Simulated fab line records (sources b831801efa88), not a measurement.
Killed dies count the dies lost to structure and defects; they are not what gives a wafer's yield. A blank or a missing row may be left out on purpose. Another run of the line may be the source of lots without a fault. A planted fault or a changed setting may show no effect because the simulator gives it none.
fab line records -- flow sky130
record lots=5, wafers=15, last_day=50
route steps=708 shown SD_P@359 RES_XHIGH@360 SALICIDE@361 LI_CONTACT@362 PAD_OPEN@708
lots with no fault: from the same line, run without faults
start_h: hours from the record's first day to the start of the lot's first wafer shown -- wait_h: hours elapsed since this lot's preceding step -- " the same as in the row above -- L1.1+2: a row that stands for several wafers -- - no value, or no start given -- * or withheld: withheld -- < > ~ a bound
route shown NAME@n: a module of which the file shows steps, and the number in the route of the first -- usual: mean/standard deviation of fault-free wafers -- same: alike in all rows -- chamber/n: place in a boat -- sites: each site's reading -- _std_site: how widely they spread, as a standard deviation -- _edge_site: inner sites' mean taken away from outer sites' mean -- radius_mm: for every site, how far away it sits from the centre of the wafer -- mask NAME#n: copy n -- behind: the most recent tool/chamber to have shaped the wafer -- hold: the reason the lot was held/the length of the hold in hours/how it ended -- device: whichever transistor did not switch (one of n, p or np) -- end of line: at the end of the route, the tests of the same wafers -- where a step has no rows: the recipe by itself -- killed: the dies lost at the first sort to structure and to defects; this is not the yield of the wafer -- map: a wafer's dies, marking killed ones x, the rest . and places with no die _
set.NAME: the setting as run; set.NAME@STEP: as run at that earlier step -- model.NAME: the simulator's own value behind a step, which no gauge read
a table for each step, a row for each wafer; lots at some steps of the route
services: when a tool's chamber went out of use (start_h, in hours from the record's first day, below 0 if earlier), for how many hours, and the reason
## steps
# step SKY_SD_N_RS_MEAS_17
# recipe thk_meas_gauge=four-point-probe
# usual SD_P_RS=146.9/0.41
lot.wafer,tool,chamber,start_h,wait_h,SD_P_RS[ohm/sq]
L233.2,film_metro-03,-,644.69,0.1,147.1
L233.3,film_metro-03,-,644.69,0.1,147.2
L233.6,film_metro-03,-,644.69,0.1,147.0
L240.2,film_metro-02,-,710.22,0.1,146.6
L240.3,film_metro-02,-,710.22,0.1,146.7
L240.4,film_metro-02,-,710.22,0.1,147.0
L243.2,film_metro-01,-,738.64,0.1,146.3
L243.4,film_metro-01,-,738.64,0.1,147.0
L243.6,film_metro-01,-,738.64,0.1,146.7
L250.2,film_metro-02,-,785.19,0.1,146.6
L250.5,film_metro-02,-,785.19,0.1,146.4
L250.6,film_metro-02,-,785.19,0.1,146.2
L253.1,film_metro-01,-,809.77,0.1,147.1
L253.2,film_metro-01,-,809.77,0.1,146.8
L253.3,film_metro-01,-,809.77,0.1,146.3
# step SKY_SD_N_RS_MEAS_18
# recipe thk_meas_gauge=four-point-probe
# usual RES_XHIGH_RS=332.9/1.2
lot.wafer,tool,chamber,start_h,wait_h,RES_XHIGH_RS[ohm/sq]
L233.2,film_metro-03,-,644.81,0.1,331.7
L233.3,film_metro-03,-,644.81,0.1,332.2
L233.6,film_metro-03,-,644.81,0.1,331.8
L240.2,film_metro-02,-,710.34,0.1,333.4
L240.3,film_metro-02,-,710.34,0.1,333.4
L240.4,film_metro-02,-,710.34,0.1,333.5
L243.2,film_metro-01,-,738.76,0.1,334.4
L243.4,film_metro-01,-,738.76,0.1,332.9
L243.6,film_metro-01,-,738.76,0.1,333.0
L250.2,film_metro-02,-,785.31,0.1,332.5
L250.5,film_metro-02,-,785.31,0.1,331.5
L250.6,film_metro-02,-,785.31,0.1,330.9
L253.1,film_metro-01,-,809.89,0.1,331.9
L253.2,film_metro-01,-,809.89,0.1,331.6
L253.3,film_metro-01,-,809.89,0.1,331.3
# step SKY_SALICIDE_CLEAN_00
# recipe chemistry=HF-last, time_s=30, dilution=100:1, dry=ipa_marangoni
# step SKY_LI_CONTACT_HDPCVD_00
# recipe material=PSG, target_thk_nm=930, sigma_open_frac=0.3, time_s=155, temp_c=600, sih4_flow_sccm=60, pressure_mtorr=6
# step SKY_LI_CONTACT_THK_MEAS_01
# recipe reads=PSG_of_LI_CONTACT_HDPCVD_00
# usual LI_CONTACT_HDPCVD_THK=933/9.2
lot.wafer,tool,chamber,start_h,wait_h,LI_CONTACT_HDPCVD_THK[nm]
L233.2,film_metro-01,-,645.16,0.1,937
L233.3,film_metro-01,-,645.16,0.1,957
L233.6,film_metro-01,-,645.16,0.1,960
L240.2,film_metro-01,-,710.57,0.1,933
L240.3,film_metro-01,-,710.57,0.1,930
L240.4,film_metro-01,-,710.57,0.1,933
L243.2,film_metro-02,-,738.99,0.1,930
L243.4,film_metro-02,-,738.99,0.1,914
L243.6,film_metro-02,-,738.99,0.1,925
L250.2,film_metro-01,-,785.53,0.1,954
L250.5,film_metro-01,-,785.53,0.1,933
L250.6,film_metro-01,-,785.53,0.1,939
L253.1,film_metro-01,-,810.13,0.1,935
L253.2,film_metro-01,-,810.13,0.1,927
L253.3,film_metro-01,-,810.13,0.1,938
# step SKY_LI_CONTACT_CMP_02
# recipe material=PSG, down_force_psi=4, platen_rpm=60, pad_velocity_m_s=0.94248
# usual edge_zone_pressure_frac=1.000/0.0049, motor_current_A=11.7/1.3, slurry_flow_ml_min=150.0/0.49, time_to_endpoint_s=33.1/2.8
lot.wafer,tool,chamber,start_h,wait_h,edge_zone_pressure_frac,motor_current_A,slurry_flow_ml_min,time_to_endpoint_s
L233.2,cmp-02,3,645.31,0.1,1.006,10.2,150.0,35.9
L233.3,cmp-02,1,645.31,0.1,0.998,13.4,149.9,36.8
L233.6,cmp-02,2,645.31,0.1,1.002,11.8,150.1,34.3
L240.4,cmp-02,3,710.62,0.0,1.003,10.4,149.7,32.3
L240.2,cmp-02,0,710.62,0.0,0.997,11.6,150.5,29.6
L240.3,cmp-02,1,710.62,0.0,0.996,13.1,149.6,32.9
L243.2,cmp-01,2,739.09,0.1,1.006,15.2,150.3,31.3
L243.4,cmp-01,3,739.09,0.1,1.007,11.9,149.6,31.8
L243.6,cmp-01,1,739.09,0.1,1.005,10.6,149.3,29.7
L250.2,cmp-02,1,785.68,0.1,1.001,13.5,149.9,36.1
L250.5,cmp-02,3,785.68,0.1,1.009,10.8,150.1,35.6
L250.6,cmp-02,0,785.68,0.1,1.000,11.2,149.8,38.5
L253.2,cmp-02,1,810.19,0.0,0.996,13.9,150.8,31.0
L253.3,cmp-02,2,810.19,0.0,1.007,11.8,149.6,30.6
L253.1,cmp-02,3,810.19,0.0,1.002,10.2,149.9,31.6
# step SKY_LI_CONTACT_BOW_MEAS_03
# recipe mode=bow
# usual LI_CONTACT_BOW=56/6.8
lot.wafer,tool,chamber,start_h,wait_h,LI_CONTACT_BOW[um]
L233.2,film_metro-03,-,645.58,0.2,66
L233.3,film_metro-03,-,645.58,0.2,66
L233.6,film_metro-03,-,645.58,0.2,64
L240.2,film_metro-03,-,710.94,0.2,40
L240.3,film_metro-03,-,710.94,0.2,37
L240.4,film_metro-03,-,710.94,0.2,58
L243.2,film_metro-01,-,739.36,0.2,64
L243.4,film_metro-01,-,739.36,0.2,54
L243.6,film_metro-01,-,739.36,0.2,51
L250.2,film_metro-02,-,785.90,0.2,47
L250.5,film_metro-02,-,785.90,0.2,54
L250.6,film_metro-02,-,785.90,0.2,59
L253.1,film_metro-03,-,810.49,0.1,66
L253.2,film_metro-03,-,810.49,0.1,73
L253.3,film_metro-03,-,810.49,0.1,57
# step SKY_LI_CONTACT_DEHYDRATE_04
# recipe temp_c=200, time_s=60
# step SKY_LI_CONTACT_HMDS_05
# recipe prime_time_s=60, prime_temp_c=120
# step SKY_LI_CONTACT_COAT_06
# recipe resist=BARC, temp_c=withheld, time_s=withheld, spin_rpm=3000, resist_thk_nm=60
# step SKY_LI_CONTACT_COAT_07
# recipe resist=KrF-thick, spin_rpm=3000, resist_thk_nm=450
# step SKY_LI_CONTACT_SOFTBAKE_08
# recipe temp_c=100, time_s=90, resist=KrF-thick
# step SKY_LI_CONTACT_EXPOSE_09
# recipe mask_id=LICM1, na=0.8, source_shape=annular, sigma_inner=0.55, sigma_outer=0.85, target_cd_nm=170, dose_mj=38
# usual exposure_dose_mJ_cm2=38.13/0.1
lot.wafer,tool,chamber,start_h,wait_h,mask,exposure_dose_mJ_cm2
L233.2,krf_scanner-01,0,660.22,-,LICM1#0,38.18
L233.3,krf_scanner-01,0,660.22,-,LICM1#0,38.17
L233.6,krf_scanner-01,0,660.22,-,LICM1#0,38.16
L240.2,krf_scanner-01,0,725.49,-,LICM1_R1#0,38.28
L240.3,krf_scanner-01,0,725.49,-,LICM1_R1#0,38.21
L240.4,krf_scanner-01,0,725.49,-,LICM1_R1#0,38.21
L243.2,krf_scanner-01,0,753.56,-,LICM1#0,38.16
L243.4,krf_scanner-01,0,753.56,-,LICM1#0,38.15
L243.6,krf_scanner-01,0,753.56,-,LICM1#0,38.18
L250.2,krf_scanner-01,0,799.06,-,LICM1#0,38.14
L250.5,krf_scanner-01,0,799.06,-,LICM1#0,38.18
L250.6,krf_scanner-01,0,799.06,-,LICM1#0,38.24
L253.1,krf_scanner-01,0,823.52,-,LICM1#0,38.18
L253.2,krf_scanner-01,0,823.52,-,LICM1#0,38.24
L253.3,krf_scanner-01,0,823.52,-,LICM1#0,38.23
# step SKY_LI_CONTACT_PEB_10
# recipe peb_temp_c=withheld, peb_time_s=withheld, resist=KrF-thick
# step SKY_LI_CONTACT_DEVELOP_11
# recipe develop_time_s=60, resist=KrF-thick, dev_temp_c=21
# step SKY_LI_CONTACT_CD_MEAS_12
# recipe target_cd_nm=170
# usual cd_nm=169.7/1.3
lot.wafer,tool,chamber,start_h,wait_h,cd_nm
L233.2,cd_sem-02,-,673.94,-,169.1
L233.3,cd_sem-02,-,673.94,-,168.6
L233.6,cd_sem-02,-,673.94,-,168.9
L240.2,cd_sem-01,-,738.63,-,149.9
L240.3,cd_sem-01,-,738.63,-,151.2
L240.4,cd_sem-01,-,738.63,-,149.0
L243.2,cd_sem-02,-,766.61,-,169.1
L243.4,cd_sem-02,-,766.61,-,167.7
L243.6,cd_sem-02,-,766.61,-,167.6
L250.2,cd_sem-01,-,811.56,-,168.6
L250.5,cd_sem-01,-,811.56,-,167.0
L250.6,cd_sem-01,-,811.56,-,166.9
L253.1,cd_sem-01,-,836.27,-,171.8
L253.2,cd_sem-01,-,836.27,-,171.1
L253.3,cd_sem-01,-,836.27,-,172.0
# step SKY_LI_CONTACT_OVL_MEAS_13
# usual LI_CONTACT_OVL=1/5.5
lot.wafer,tool,chamber,start_h,wait_h,LI_CONTACT_OVL[nm]
L233.2,overlay-01,-,674.04,0.1,15
L233.3,overlay-01,-,674.04,0.1,7
L233.6,overlay-01,-,674.04,0.1,4
L240.2,overlay-02,-,738.73,0.1,5
L240.3,overlay-02,-,738.73,0.1,7
L240.4,overlay-02,-,738.73,0.1,7
L243.2,overlay-02,-,766.71,0.1,11
L243.4,overlay-02,-,766.71,0.1,8
L243.6,overlay-02,-,766.71,0.1,10
L250.2,overlay-02,-,811.66,0.1,2
L250.5,overlay-02,-,811.66,0.1,2
L250.6,overlay-02,-,811.66,0.1,0
L253.1,overlay-01,-,836.39,0.1,11
L253.2,overlay-01,-,836.39,0.1,7
L253.3,overlay-01,-,836.39,0.1,6
# step SKY_LI_CONTACT_ETCH_14
# recipe chemistry=N2/H2, target=BARC, ion_energy_ev=200, source_w=500, bias_w=100, pressure_mtorr=30, n2_flow_sccm=100, h2_flow_sccm=200, stop_on=SiO2, time_s=45.9, target_depth_a=600
# usual drypump_motor_current_A=6.0/0.45, oes_product_au=0.855/0.0046, throttle_valve_pct=13.225/0.0084
lot.wafer,tool,chamber,start_h,wait_h,drypump_motor_current_A,oes_product_au,rf_hours_counter_h,throttle_valve_pct,model.LI_CONTACT.cd_nm
L233.2,rie_diel-02,0,674.07,0.0,5.5,0.858,11,13.220,168.9
L233.3,rie_diel-02,1,674.07,0.0,5.9,0.854,15,13.216,168.9
L233.6,rie_diel-02,3,674.07,0.0,5.7,0.858,-,13.224,169.2
L240.2,rie_diel-04,0,738.76,0.0,5.6,0.858,4,13.230,150.2
L240.3,rie_diel-04,2,738.76,0.0,6.7,0.863,3,13.212,151.5
L240.4,rie_diel-04,0,738.76,0.0,5.6,0.856,-,13.215,149.2
L243.2,rie_diel-03,3,766.74,0.0,5.4,0.853,16,13.215,168.9
L243.4,rie_diel-03,1,766.74,0.0,5.8,0.854,23,13.222,167
L243.6,rie_diel-03,3,766.74,0.0,5.3,0.851,-,13.222,167.3
L250.2,rie_diel-02,2,811.69,0.0,5.3,0.854,19,13.202,167.9
L250.5,rie_diel-02,0,811.69,0.0,5.5,0.847,-,13.230,166.5
L250.6,rie_diel-02,1,811.69,0.0,5.9,0.851,-,13.206,167
L253.1,rie_diel-04,2,836.43,0.0,6.7,0.857,5,13.219,172.3
L253.2,rie_diel-04,3,836.43,0.0,6.2,0.860,21,13.224,171.4
L253.3,rie_diel-04,1,836.43,0.0,6.1,0.859,18,13.231,172.1
# step SKY_LI_CONTACT_ETCH_15
# recipe target=PSG, chemistry=C4F8/O2/Ar, stop_on=Si, taper_deg=4.15, mask_material=KrF-thick, source_w=1500, bias_w=1200, pressure_mtorr=40, c4f8_flow_sccm=withheld, O2_flow_sccm=6, Ar_flow_sccm=300, time_s=withheld, target_depth_a=6000
# usual oes_product_au=0.837/0.0047
lot.wafer,tool,chamber,start_h,wait_h,oes_product_au,model.LI_CONTACT.cd_nm
L233.2,rie_diel-02,0,674.12,0.0,0.838,168.8
L233.3,rie_diel-02,1,674.12,0.0,0.839,169
L233.6,rie_diel-02,3,674.12,0.0,0.836,169.4
L240.2,rie_diel-04,0,738.80,0.0,0.834,149.7
L240.3,rie_diel-04,2,738.80,0.0,0.838,151.7
L240.4,rie_diel-04,0,738.80,0.0,0.823,148.5
L243.2,rie_diel-03,3,766.78,0.0,0.840,168.2
L243.4,rie_diel-03,1,766.78,0.0,0.834,166.4
L243.6,rie_diel-03,3,766.78,0.0,0.844,166.7
L250.2,rie_diel-02,2,811.73,0.0,0.840,167.6
L250.5,rie_diel-02,0,811.73,0.0,0.839,166.2
L250.6,rie_diel-02,1,811.73,0.0,0.846,167
L253.1,rie_diel-04,2,836.47,0.0,0.833,172.2
L253.2,rie_diel-04,3,836.47,0.0,0.836,171.3
L253.3,rie_diel-04,1,836.47,0.0,0.841,172
# step SKY_LI_CONTACT_STRIP_16
# recipe chemistry=O2/N2, power_w=1400, pressure_mtorr=1500, platen_temp_c=withheld, o2_flow_sccm=3000, n2_flow_sccm=300, overash_fraction=0.5
# usual drypump_motor_current_A=6.2/0.41, oes_product_au=0.376/0.0045, strip_time_to_endpoint_s=3.517/0.024
lot.wafer,tool,chamber,start_h,wait_h,drypump_motor_current_A,oes_product_au,rf_hours_counter_h,strip_time_to_endpoint_s
L233.2,plasma_asher-03,0,674.20,-,5.9,0.380,24,3.548
L233.3,plasma_asher-03,0,674.20,-,5.9,0.373,-,3.526
L233.6,plasma_asher-03,1,674.20,-,6.4,0.377,-,3.534
L240.2,plasma_asher-01,1,738.89,-,6.5,0.379,92,3.519
L240.3,plasma_asher-01,1,738.89,-,6.6,0.368,-,3.541
L240.4,plasma_asher-01,0,738.89,-,5.4,0.381,-,3.536
L243.2,plasma_asher-02,0,766.87,-,6.6,0.381,2,3.522
L243.4,plasma_asher-02,1,766.87,-,6.5,0.379,-,3.504
L243.6,plasma_asher-02,1,766.87,-,6.4,0.379,-,3.537
L250.2,plasma_asher-03,0,811.82,-,6.0,0.368,38,3.491
L250.5,plasma_asher-03,0,811.82,-,6.0,0.371,-,3.488
L250.6,plasma_asher-03,1,811.82,-,6.4,0.375,-,3.544
L253.1,plasma_asher-01,0,836.56,-,5.4,0.369,102,3.513
L253.2,plasma_asher-01,1,836.56,-,6.6,0.383,102,3.551
L253.3,plasma_asher-01,0,836.56,-,5.4,0.373,-,3.526
# step SKY_PAD_OPEN_PROBE_99
# usual killed_at_M0_to_M3=42/6.9, killed_at_M4_up=3.2/1.7, killed_at_contacts=23/5.5, killed_at_front_end=16/4, killed_at_other=0.4/0.55, killed_dies=85/9.2, killed_open=46/6.8, killed_short=38/6.2
# same gross_dies=492, killed_at_back_side=0
lot.wafer,tool,chamber,start_h,wait_h,killed_at_M0_to_M3,killed_at_M4_up,killed_at_contacts,killed_at_front_end,killed_at_other,killed_dies,killed_open,killed_short,model.etest.licon_pdiff.rc_ohm,model.etest.pfet_g5v0d10v5.r_on_ohm_um,model.etest.pfet_01v8.r_on_ohm_um,model.etest.licon_high_po.rc_ohm,model.etest.nfet_g5v0d10v5.r_on_ohm_um,model.etest.licon_ndiff.rc_ohm,model.etest.nfet_01v8.r_on_ohm_um,model.etest.sonos_uncharged.r_on_ohm_um
L233.2,prober-02,-,1071.33,0.1,29,3,27,13,0,72,37,35,600.9,4809,2852,352.5,1941,185.6,841.9,797.3
L233.3,prober-02,-,1071.38,0.2,37,2,17,16,0,72,40,32,634.2,4786,2908,362.8,1910,186.7,850.9,802.4
L233.6,prober-02,-,1071.53,0.2,45,2,14,17,1,79,48,31,580.9,4796,2883,366.3,1922,185.3,820.8,805
L243.2,prober-01,-,1142.78,0.1,36,0,25,13,0,74,40,34,587,4847,2894,353.2,1915,184.5,851,818.2
L243.4,prober-01,-,1142.88,0.2,30,3,22,14,1,70,39,31,595.9,4756,2875,346.8,1905,193.3,838.2,802.7
L243.6,prober-01,-,1142.98,0.2,42,2,17,12,1,74,45,29,607.5,4856,2915,351.7,1947,185.4,825.3,826
L240.2,prober-02,-,1143.46,0.1,68,2,32,20,0,122,53,50,719.2,4922,2979,392.6,1930,223.9,871.3,863.1
L240.3,prober-02,-,1143.51,0.2,43,2,35,21,1,102,63,35,707.4,4928,3002,392.9,1931,217.1,870,863.8
L240.4,prober-02,-,1143.56,0.2,37,3,41,20,0,101,47,36,733.5,4942,2989,400.1,1944,232.5,872.9,859.8
L250.2,prober-01,-,1171.51,0.1,40,5,36,11,0,92,54,38,600.4,4719,2812,363.4,1924,192,830.9,817.5
L250.5,prober-01,-,1171.66,0.2,38,4,27,15,1,85,48,37,619.4,4690,2842,358,1882,182.4,835.8,806.6
L250.6,prober-01,-,1171.71,0.2,50,2,31,17,1,101,61,40,600.3,4769,2881,356.8,1921,184.2,836.6,812.4
L253.1,prober-02,-,1188.63,0.1,39,0,25,22,0,86,43,39,559.3,4678,2936,345.4,1874,177.6,827.9,810.9
L253.2,prober-02,-,1188.68,0.1,39,3,33,12,0,87,50,36,569.8,4707,2986,354.3,1896,179,823.4,804.5
L253.3,prober-02,-,1188.73,0.2,40,3,21,15,1,80,36,42,554.7,4707,2926,346.4,1902,177.7,829.5,816.6
# killed by level:class
L233.2 LI_CONTACT:geometric_particle:open=10 CONTACT:geometric_particle:open=7 FIELD_ISO:geometric_particle:open=6 VIA1:geometric_particle:open=5 FIELD_ISO:geometric_particle:short=4 LI_CONTACT:geometric_particle:short=4 VIA3:geometric_particle:short=4 CONTACT:geometric_particle:short=3
L233.3 CONTACT:geometric_particle:open=7 VIA1:geometric_particle:open=7 VIA2:geometric_particle:open=7 FIELD_ISO:geometric_particle:short=6 FIELD_ISO:geometric_particle:open=5 VIA1:geometric_particle:short=5 VIA3:geometric_particle:open=4 LOCAL_INTERCONNECT:geometric_particle:short=4
L233.6 VIA1:geometric_particle:open=13 METAL2:geometric_particle:short=8 FIELD_ISO:geometric_particle:open=6 CONTACT:geometric_particle:open=6 VIA2:geometric_particle:open=5 POLY_GATE:geometric_particle:open=4 VIA3:geometric_particle:open=4 LI_CONTACT:geometric_particle:open=3
L243.2 VIA1:geometric_particle:open=9 CONTACT:geometric_particle:short=7 CONTACT:geometric_particle:open=7 VIA3:geometric_particle:open=7 FIELD_ISO:geometric_particle:short=5 LI_CONTACT:geometric_particle:short=5 LI_CONTACT:geometric_particle:open=4 METAL2:geometric_particle:short=4
L243.4 CONTACT:geometric_particle:open=10 VIA1:geometric_particle:open=7 VIA3:geometric_particle:open=6 LI_CONTACT:geometric_particle:short=5 VIA2:geometric_particle:open=5 LOCAL_INTERCONNECT:geometric_particle:short=4 METAL1:geometric_particle:short=4 FIELD_ISO:geometric_particle:open=3
L243.6 VIA1:geometric_particle:open=12 VIA3:geometric_particle:open=11 CONTACT:geometric_particle:open=7 FIELD_ISO:geometric_particle:open=5 LI_CONTACT:geometric_particle:short=5 METAL2:geometric_particle:short=5 LI_CONTACT:geometric_particle:open=3 METAL1:geometric_particle:short=3
L240.2 LI_CONTACT:area_expose=19 VIA1:geometric_particle:open=15 METAL2:geometric_particle:short=15 VIA1:geometric_particle:short=9 VIA3:geometric_particle:open=8 METAL1:geometric_particle:short=7 LI_CONTACT:geometric_particle:open=6 FIELD_ISO:geometric_particle:short=5
L240.3 LI_CONTACT:geometric_particle:open=14 VIA1:geometric_particle:open=14 CONTACT:geometric_particle:open=9 FIELD_ISO:geometric_particle:open=7 VIA1:geometric_particle:short=7 VIA2:geometric_particle:open=6 FIELD_ISO:geometric_particle:short=5 POLY_GATE:geometric_particle:open=5
L240.4 LI_CONTACT:area_expose=18 LI_CONTACT:geometric_particle:open=11 VIA1:geometric_particle:open=8 FIELD_ISO:geometric_particle:open=7 FIELD_ISO:geometric_particle:short=6 VIA2:geometric_particle:open=5 CONTACT:geometric_particle:open=5 METAL1:geometric_particle:short=4
L250.2 VIA1:geometric_particle:open=16 CONTACT:geometric_particle:open=16 CONTACT:geometric_particle:short=10 LI_CONTACT:geometric_particle:open=6 FIELD_ISO:geometric_particle:short=5 VIA2:geometric_particle:open=4 VIA1:geometric_particle:short=4 METAL2:geometric_particle:short=4
L250.5 CONTACT:geometric_particle:open=15 METAL2:geometric_particle:short=8 LI_CONTACT:geometric_particle:open=6 VIA2:geometric_particle:open=6 VIA1:geometric_particle:open=5 VIA1:geometric_particle:short=5 FIELD_ISO:geometric_particle:open=4 POLY_GATE:geometric_particle:open=4
L250.6 VIA1:geometric_particle:open=14 CONTACT:geometric_particle:open=12 LI_CONTACT:geometric_particle:open=11 VIA3:geometric_particle:open=7 METAL1:geometric_particle:short=6 VIA1:geometric_particle:short=6 FIELD_ISO:geometric_particle:short=5 METAL2:geometric_particle:short=5
L253.1 CONTACT:geometric_particle:open=7 LI_CONTACT:geometric_particle:open=7 VIA1:geometric_particle:open=7 VIA3:geometric_particle:short=6 LI_CONTACT:geometric_particle:short=4 METAL2:geometric_particle:short=4 VIA1:geometric_particle:short=4 VIA2:geometric_particle:open=4
L253.2 CONTACT:geometric_particle:open=13 LI_CONTACT:geometric_particle:open=7 VIA3:geometric_particle:open=6 LOCAL_INTERCONNECT:geometric_particle:short=6 VIA1:geometric_particle:short=6 VIA1:geometric_particle:open=6 VIA2:geometric_particle:open=6 CONTACT:geometric_particle:short=5
L253.3 METAL1:geometric_particle:short=9 VIA1:geometric_particle:open=7 VIA3:geometric_particle:open=7 CONTACT:geometric_particle:open=6 METAL2:geometric_particle:short=6 LI_CONTACT:geometric_particle:open=5 CONTACT:geometric_particle:short=5 FIELD_ISO:geometric_particle:short=4
## services
tool,chamber,start_h,hours,kind
rie_diel-03,3,629.16,3.5,repair
cmp-01,-,632.16,3.5,repair
cmp-01,-,643.23,5.6,repair
cmp-01,-,648.78,6.0,pm
cmp-01,-,654.86,1.5,repair
cmp-02,-,657.34,1.9,repair
plasma_asher-01,-,682.91,0.3,repair
cmp-02,-,689.99,4.7,pm
rie_diel-02,-,701.76,0.9,repair
krf_scanner-01,-,705.86,1.3,pm
cmp-02,-,719.21,0.6,repair
rie_diel-04,1,735.20,20.2,repair
krf_scanner-01,-,739.00,1.4,repair
cmp-02,-,744.00,4.0,pm
rie_diel-03,0,745.63,1.4,repair
krf_scanner-01,-,748.78,0.8,pm
cmp-02,-,769.86,2.8,repair
krf_scanner-01,-,783.58,1.0,pm
rie_diel-04,2,786.42,12.8,repair
rie_diel-02,3,806.79,18.7,repair
rie_diel-02,-,812.75,14.6,pm
plasma_asher-03,-,819.56,1.3,repair
rie_diel-04,2,828.72,3.1,repair
krf_scanner-01,-,834.23,3.6,pm
## key
first_sign step=SKY_LI_CONTACT_EXPOSE_09, reading=mask, direction=changed
effect step=SKY_LI_CONTACT_CD_MEAS_12, reading=cd_nm, direction=down, sigmas=15, usual=169.7, struck=150.0
effect step=SKY_PAD_OPEN_PROBE_99, reading=killed_dies, direction=up, sigmas=2.6, usual=85, struck=108, wafers_moved=2
model_effect step=SKY_LI_CONTACT_ETCH_14, value=LI_CONTACT.cd_nm, without=170.3, struck=150.3
model_effect step=SKY_LI_CONTACT_ETCH_15, value=LI_CONTACT.cd_nm, without=169.9, struck=149.9
model_effect step=SKY_PAD_OPEN_PROBE_99, value=etest.licon_pdiff.rc_ohm, without=592.3, struck=720
more_kills_born_at SKY_LI_CONTACT_EXPOSE_09@krf_scanner-01=40
met_at SKY_LI_CONTACT_EXPOSE_09
struck_wafers L240.2,L240.3,L240.4
tester_left_out L240
onset_between 660.22 725.49
fault kind=wrong_mask, tool=any, chamber=-, onset_h=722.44, steps=SKY_LI_CONTACT_EXPOSE_09, aux_copy=LICM1_R1#0, cd_offset_nm=-20, scope=struck_lots_only
# tester_left_out: of these lots the tester's yield and bins aren't shown, on N5 and GAA mostly nor the transistor test; their killed dies are dies lost to structure and defects alone, not to doping, threshold or leakage, so they don't give the yield
